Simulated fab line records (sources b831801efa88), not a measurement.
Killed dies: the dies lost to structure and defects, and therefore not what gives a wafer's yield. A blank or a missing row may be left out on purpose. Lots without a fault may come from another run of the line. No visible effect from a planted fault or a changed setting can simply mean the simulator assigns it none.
fab line records	flow gf180mcu
[record] lots = 5	wafers = 15	last-day = 34
route steps=602 shown PASSIVATION@587
lots that met no fault: taken from a fault-free run of the same line
start-h: hours from the record's first day to the start of the lot's first wafer shown	wait-h: hours elapsed since this lot's preceding step	" repeats the value in the row above	L1.1+2: a row that stands for several wafers	- no value present, or no start provided	* or withheld: withheld	< > ~ a bound
route shown NAME@n: a module of which the file shows steps, and the number in the route of the first	usual: the fault-free wafers' mean and standard deviation	same: alike in all rows	chamber/n: place in a boat	sites: per-site readings	_std_site: standard deviation across them	_edge_site: inner sites' mean taken away from outer sites' mean	radius-mm: how far each site lies from the wafer's centre	mask NAME#n: copy n	behind: the last tool/chamber to shape the wafer	hold: reason for holding the lot/hours on hold/outcome of the hold	device: names the non-switching transistor (n, p or np)	end of line: the tests these same wafers got at the end of their route	a step without rows: its recipe alone	killed: the dies lost at the first sort to structure and to defects; this is not the yield of the wafer	map: dies across one wafer; x = killed, . = not, _ = none there
set.NAME: the run value of the setting; set.NAME@STEP: its run value at that earlier step	model.NAME: the simulator's own value behind a step, which no gauge read
lots at selected steps of the route; one table per step, one row per wafer
services: the hour from which a tool's chamber was out of use, counted from the record's first day as start-h (under 0 if before that day), plus the number of hours and why
[[steps]]
[step GF_PASSIVATION_CVD_00]
[recipe] material = SiO2	target-thk-nm = 1000	precursor = TEOS	temp-c = 400	time-s = 111.95	rf-w = 600
[usual] heater-power-w = 614/150
lot.wafer	tool	chamber	start-h	wait-h	heater-power-w
L074.1	pecvd-01	2	652.37	0.0	553
L074.2	"	1	"	"	692
L074.4	"	1	"	"	562
L076.3	pecvd-04	1	670.92	0.0	438
L076.4	"	0	"	"	463
L076.5	"	2	"	"	676
L082.2	pecvd-04	2	714.24	0.0	574
L082.3	"	1	"	"	498
L082.4	"	2	"	"	623
L088.3	pecvd-04	2	745.25	0.0	599
L088.5	"	2	"	"	629
L088.6	"	0	"	"	457
L097.1	pecvd-01	2	795.47	0.0	556
L097.3	"	1	"	"	624
L097.4	"	2	"	"	448
[step GF_PASSIVATION_THK_MEAS_01]
[recipe] reads = SiO2_of_PASSIVATION_CVD_00
[usual] PASSIVATION_CVD_00_THK = 1003/12
lot.wafer	tool	chamber	start-h	wait-h	PASSIVATION_CVD_00_THK[nm]
L074.1	film-metro-03	-	652.45	0.0	991
L074.2	"	-	"	"	1000
L074.4	"	-	"	"	1006
L076.3	film-metro-04	-	671.02	0.1	995
L076.4	"	-	"	"	1009
L076.5	"	-	"	"	1016
L082.2	film-metro-02	-	714.33	0.0	994
L082.3	"	-	"	"	1004
L082.4	"	-	"	"	1019
L088.3	film-metro-03	-	745.35	0.1	996
L088.5	"	-	"	"	1011
L088.6	"	-	"	"	1004
L097.1	film-metro-04	-	795.55	0.0	996
L097.3	"	-	"	"	1002
L097.4	"	-	"	"	1009
[step GF_PASSIVATION_CVD_02]
[recipe] material = Si3N4	target-thk-nm = 700	time-s = 486.18	temp-c = 400	rf-w = 450
[usual] heater-power-w = 650/120
lot.wafer	tool	chamber	start-h	wait-h	heater-power-w
L074.1	pecvd-03	2	652.51	0.1	887
L074.2	"	1	"	"	595
L074.4	"	0	"	"	842
L076.3	pecvd-01	1	671.06	0.0	757
L076.4	"	1	"	"	615
L076.5	"	2	"	"	513
L082.2	pecvd-03	1	714.38	0.0	575
L082.3	"	2	"	"	869
L082.4	"	1	"	"	602
L088.3	pecvd-01	2	745.39	0.0	615
L088.5	"	1	"	"	713
L088.6	"	2	"	"	516
L097.1	pecvd-04	2	795.61	0.1	582
L097.3	"	1	"	"	539
L097.4	"	0	"	"	578
[step GF_PASSIVATION_THK_MEAS_03]
[recipe] reads = Si3N4_of_PASSIVATION_CVD_02
[usual] PASSIVATION_CVD_02_THK = 708/11
lot.wafer	tool	chamber	start-h	wait-h	PASSIVATION_CVD_02_THK[nm]
L074.1	film-metro-03	-	652.79	0.1	696
L074.2	"	-	"	"	696
L074.4	"	-	"	"	703
L076.3	film-metro-04	-	671.36	0.2	709
L076.4	"	-	"	"	717
L076.5	"	-	"	"	733
L082.2	film-metro-04	-	714.82	0.3	692
L082.3	"	-	"	"	700
L082.4	"	-	"	"	713
L088.3	film-metro-02	-	745.70	0.2	702
L088.5	"	-	"	"	710
L088.6	"	-	"	"	717
L097.1	film-metro-03	-	795.89	0.1	699
L097.3	"	-	"	"	705
L097.4	"	-	"	"	700
[step GF_PASSIVATION_DEHYDRATE_04]
[recipe] temp-c = 200	time-s = 60
[usual] exhaust-pa = 45.1/0.92
lot.wafer	tool	chamber	start-h	wait-h	exhaust-pa
L074.1	litho-track-04	0	661.71	8.9	45.4
L074.2	"	0	"	"	44.8
L074.4	"	0	"	"	45.7
L076.3	litho-track-03	0	680.15	8.8	45.0
L076.4	"	0	"	"	45.3
L076.5	"	0	"	"	46.1
L082.2	litho-track-02	0	722.88	8.1	45.3
L082.3	"	0	"	"	43.1
L082.4	"	0	"	"	43.9
L088.3	litho-track-03	0	754.00	8.3	45.1
L088.5	"	0	"	"	45.0
L088.6	"	0	"	"	45.6
L097.1	litho-track-03	0	802.95	7.0	44.2
L097.3	"	0	"	"	46.3
L097.4	"	0	"	"	46.0
[step GF_PASSIVATION_HMDS_05]
[recipe] prime-time-s = 60	prime-temp-c = 120
[usual] exhaust-pa = 44.9/0.8
lot.wafer	tool	chamber	start-h	wait-h	exhaust-pa
L074.1	litho-track-04	0	661.86	0.1	45.4
L074.2	"	0	"	"	44.6
L074.4	"	0	"	"	46.2
L076.3	litho-track-03	0	680.30	0.1	43.7
L076.4	"	0	"	"	44.0
L076.5	"	0	"	"	44.1
L082.2	litho-track-02	0	723.03	0.1	44.8
L082.3	"	0	"	"	44.3
L082.4	"	0	"	"	44.4
L088.3	litho-track-03	0	754.15	0.1	46.3
L088.5	"	0	"	"	45.0
L088.6	"	0	"	"	46.0
L097.1	litho-track-03	0	803.10	0.1	45.4
L097.3	"	0	"	"	44.1
L097.4	"	0	"	"	44.6
[step GF_PASSIVATION_COAT_06]
[recipe] spin-rpm = 2000	resist-thk-nm = 4000
[usual] exhaust-pa = 45.0/1	spin-speed-rpm = 1999.9/1.5
lot.wafer	tool	chamber	start-h	wait-h	exhaust-pa	spin-speed-rpm
L074.1	litho-track-04	0	662.01	0.1	45.0	2000.7
L074.2	"	0	"	"	47.0	1998.0
L074.4	"	0	"	"	45.6	2001.5
L076.3	litho-track-03	0	680.45	0.1	46.4	1997.9
L076.4	"	0	"	"	45.3	1999.6
L076.5	"	0	"	"	46.1	1998.9
L082.2	litho-track-02	0	723.18	0.1	45.4	1999.4
L082.3	"	0	"	"	45.3	1999.6
L082.4	"	0	"	"	46.1	1998.1
L088.3	litho-track-03	0	754.30	0.1	45.3	1998.4
L088.5	"	0	"	"	44.0	1999.9
L088.6	"	0	"	"	45.3	2000.7
L097.1	litho-track-03	0	803.25	0.1	43.7	1999.8
L097.3	"	0	"	"	45.1	2001.1
L097.4	"	0	"	"	44.5	1999.6
[step GF_PASSIVATION_SOFTBAKE_07]
[recipe] temp-c = 110	time-s = withheld
[usual] exhaust-pa = 45.1/0.93
lot.wafer	tool	chamber	start-h	wait-h	exhaust-pa
L074.1	litho-track-04	0	662.16	0.1	43.7
L074.2	"	0	"	"	45.3
L074.4	"	0	"	"	43.9
L076.3	litho-track-03	0	680.62	0.1	45.4
L076.4	"	0	"	"	46.3
L076.5	"	0	"	"	47.8
L082.2	litho-track-02	0	723.34	0.1	45.6
L082.3	"	0	"	"	46.4
L082.4	"	0	"	"	45.0
L088.3	litho-track-03	0	754.46	0.1	44.5
L088.5	"	0	"	"	44.6
L088.6	"	0	"	"	43.5
L097.1	litho-track-03	0	803.40	0.1	46.4
L097.3	"	0	"	"	46.0
L097.4	"	0	"	"	46.3
[step GF_PASSIVATION_EXPOSE_08]
[recipe] mask-id = Pad	target-cd-nm = 40000	na = 0.57	dose-mj = 310
lot.wafer	tool	chamber	start-h	wait-h	mask
L074.1+2+4	iline-stepper-02	0	-	-	Pad#0
L076.3+4+5	iline-stepper-01	0	-	-	Pad#0
L082.2+3+4	iline-stepper-01	0	-	-	Pad#0
L088.3+5+6	iline-stepper-01	0	-	-	Pad#0
L097.1+3+4	iline-stepper-02	0	-	-	Pad#0
[step GF_PASSIVATION_PEB_09]
[recipe] temp-c = 115	time-s = withheld
[usual] exhaust-pa = 45.0/0.8
lot.wafer	tool	chamber	start-h	wait-h	exhaust-pa
L074.1	litho-track-04	0	-	-	43.8
L074.2	"	0	"	"	45.3
L074.4	"	0	"	"	44.9
L076.3	litho-track-02	0	-	-	44.5
L076.4	"	0	"	"	45.5
L076.5	"	0	"	"	44.5
L082.2	litho-track-04	0	-	-	45.2
L082.3	"	0	"	"	45.6
L082.4	"	0	"	"	44.9
L088.3	litho-track-03	0	-	-	45.4
L088.5	"	0	"	"	45.4
L088.6	"	0	"	"	46.1
L097.1	litho-track-04	0	-	-	45.6
L097.3	"	0	"	"	45.5
L097.4	"	0	"	"	45.3
[step GF_PASSIVATION_DEVELOP_10]
[recipe] develop-time-s = 60	dev-temp-c = 23
[usual] exhaust-pa = 45.1/0.8
lot.wafer	tool	chamber	start-h	wait-h	exhaust-pa
L074.1	litho-track-04	0	-	-	43.7
L074.2	"	0	"	"	45.0
L074.4	"	0	"	"	44.4
L076.3	litho-track-02	0	-	-	45.9
L076.4	"	0	"	"	45.0
L076.5	"	0	"	"	45.6
L082.2	litho-track-04	0	-	-	44.5
L082.3	"	0	"	"	46.2
L082.4	"	0	"	"	45.5
L088.3	litho-track-03	0	-	-	46.0
L088.5	"	0	"	"	45.9
L088.6	"	0	"	"	45.9
L097.1	litho-track-04	0	-	-	45.3
L097.3	"	0	"	"	46.5
L097.4	"	0	"	"	45.4
[step GF_PASSIVATION_ETCH_11]
[recipe] chemistry = CF4/O2	target-depth-nm = 1800	stop-on = TiN	source-w = 800	bias-w = 150	pressure-mtorr = 150	cf4-flow-sccm = 80	O2_flow_sccm = 10	time-s = 400
[usual] cf4-flow-sccm = 80.00/0.24	drypump-motor-current-A = 5.8/0.43	oes-product-au = 0.966/0.0078	throttle-valve-pct = 5.960/0.0098
lot.wafer	tool	chamber	start-h	wait-h	cf4-flow-sccm	drypump-motor-current-A	oes-product-au	rf-hours-counter-h	throttle-valve-pct
L074.1	rie-diel-02	0	672.21	-	80.30	6.1	0.950	22	5.959
L074.2	"	2	"	"	79.90	6.3	0.963	42	5.969
L074.4	"	1	"	"	80.10	6.0	0.966	18	5.975
L076.3	rie-diel-03	3	690.55	-	80.23	5.4	0.973	42	5.950
L076.4	"	0	"	"	79.86	5.7	0.969	-	5.945
L076.5	"	3	"	"	80.23	5.4	0.974	-	5.965
L082.2	rie-diel-04	3	732.01	-	79.49	6.0	0.957	14	5.956
L082.3	"	1	"	"	79.98	6.7	0.972	15	5.952
L082.4	"	0	"	"	79.50	6.1	0.963	32	5.953
L088.3	rie-diel-03	2	762.15	-	80.07	5.5	0.964	14	5.968
L088.5	"	2	"	"	79.91	5.5	0.977	-	5.965
L088.6	"	1	"	"	80.00	5.5	0.970	-	5.968
L097.1	rie-diel-04	3	810.76	-	80.03	6.0	0.964	18	5.956
L097.3	"	2	"	"	80.46	5.1	0.964	27	5.978
L097.4	"	1	"	"	79.80	6.7	0.964	20	5.951
[step GF_PASSIVATION_STRIP_12]
[recipe] chemistry = O2/N2	power-w = 1400	pressure-mtorr = 1500	platen-temp-c = 250	o2-flow-sccm = 3000	n2-flow-sccm = 300	overash-fraction = 0.5
[usual] drypump-motor-current-A = 5.5/0.33	heater-power-w = 330/8.1	oes-product-au = 0.720/0.0043	strip-time-to-endpoint-s = 34.66/0.22
[same] overash-fraction = 0.5
lot.wafer	tool	chamber	start-h	wait-h	drypump-motor-current-A	heater-power-w	oes-product-au	rf-hours-counter-h	strip-time-to-endpoint-s
L074.1	plasma-asher-03	1	672.45	0.1	6.2	333	0.716	89	35.35
L074.2	"	0	"	"	5.4	327	0.715	89	34.78
L074.4	"	0	"	"	5.4	332	0.717	-	34.86
L076.3	plasma-asher-03	0	690.83	0.2	5.4	333	0.717	-	34.64
L076.4	"	1	"	"	6.2	333	0.719	-	34.35
L076.5	"	1	"	"	6.2	333	0.727	-	34.53
L082.2	plasma-asher-01	0	732.25	0.1	5.5	316	0.720	116	34.40
L082.3	"	0	"	"	5.5	329	0.719	-	34.63
L082.4	"	1	"	"	5.3	326	0.725	-	34.55
L088.3	plasma-asher-03	1	762.42	0.2	6.2	328	0.714	-	34.43
L088.5	"	1	"	"	6.2	333	0.718	-	34.43
L088.6	"	0	"	"	5.4	337	0.722	-	34.77
L097.1	plasma-asher-01	1	811.00	0.1	5.3	330	0.721	7	34.53
L097.3	"	1	"	"	5.3	332	0.723	-	34.64
L097.4	"	0	"	"	5.5	313	0.729	-	34.67
[step GF_PASSIVATION_ANNEAL_13]
[recipe] temp-c = 400	time-s = 1800	ambient = N2/H2	idle-temp-c = 300	ramp-up-c-per-min = 10	ramp-down-c-per-min = 3
[usual] ramp-up-c-per-min = 10.000/0.0017	spike-tc-bottom-C = 427.5/1.1
lot.wafer	tool	chamber	start-h	wait-h	ramp-up-c-per-min	spike-tc-bottom-C
L074.1	furnace-01	0	672.55	0.1	10.002	425.6
L074.2	"	0	"	"	10.001	426.6
L074.4	"	0	"	"	9.9990	425.8
L076.3	furnace-02	0	690.89	0.0	10.003	428.0
L076.4	"	0	"	"	10.0000	427.1
L076.5	"	0	"	"	9.9998	428.3
L082.2	furnace-02	0	732.35	0.1	9.9993	428.7
L082.3	"	0	"	"	9.9993	429.2
L082.4	"	0	"	"	10.001	428.3
L088.3	furnace-01	0	762.49	0.0	9.9994	426.6
L088.5	"	0	"	"	9.9988	427.8
L088.6	"	0	"	"	10.003	428.1
L097.1	furnace-02	0	811.10	0.1	9.9992	428.7
L097.3	"	0	"	"	10.002	427.1
L097.4	"	0	"	"	10.001	429.6
[step GF_PASSIVATION_BOW_MEAS_14]
[recipe] mode = bow
[usual] PASSIVATION_BOW = 136/11
lot.wafer	tool	chamber	start-h	wait-h	PASSIVATION_BOW[um]
L074.1	film-metro-04	-	674.05	0.0	110
L074.2	"	-	"	"	129
L074.4	"	-	"	"	118
L076.3	film-metro-03	-	692.43	0.0	142
L076.4	"	-	"	"	153
L076.5	"	-	"	"	155
L082.2	film-metro-03	-	733.87	0.0	122
L082.3	"	-	"	"	134
L082.4	"	-	"	"	140
L088.3	film-metro-03	-	764.03	0.0	110
L088.5	"	-	"	"	137
L088.6	"	-	"	"	126
L097.1	film-metro-04	-	812.60	0.0	137
L097.3	"	-	"	"	132
L097.4	"	-	"	"	143
[[services]]
tool	chamber	start-h	hours	kind
furnace-02	-	649.16	4.0	pm
rie-diel-04	-	673.03	4.0	pm
plasma-asher-03	-	680.74	9.8	repair
rie-diel-03	2	685.78	15.3	repair
rie-diel-03	-	698.43	2.2	repair
rie-diel-03	3	700.65	8.7	repair
rie-diel-04	1	707.90	3.6	repair
plasma-asher-03	-	708.78	1.3	repair
pecvd-03	0	709.33	5.1	repair
rie-diel-02	2	710.59	7.6	repair
pecvd-03	0	724.72	7.6	repair
furnace-02	-	726.84	4.2	pm
pecvd-04	1	732.65	5.0	repair
plasma-asher-01	-	733.75	9.0	pm
pecvd-03	-	734.68	0.5	repair
furnace-02	-	742.10	2.8	repair
iline-stepper-01	-	759.41	3.8	repair
iline-stepper-01	-	762.89	2.5	repair
furnace-01	-	773.98	3.4	pm
pecvd-04	-	775.87	6.0	pm
rie-diel-02	2	775.96	4.0	repair
iline-stepper-02	-	784.93	1.7	pm
iline-stepper-01	-	795.05	1.7	pm
pecvd-04	-	799.46	0.7	repair
[[key]]
fault none
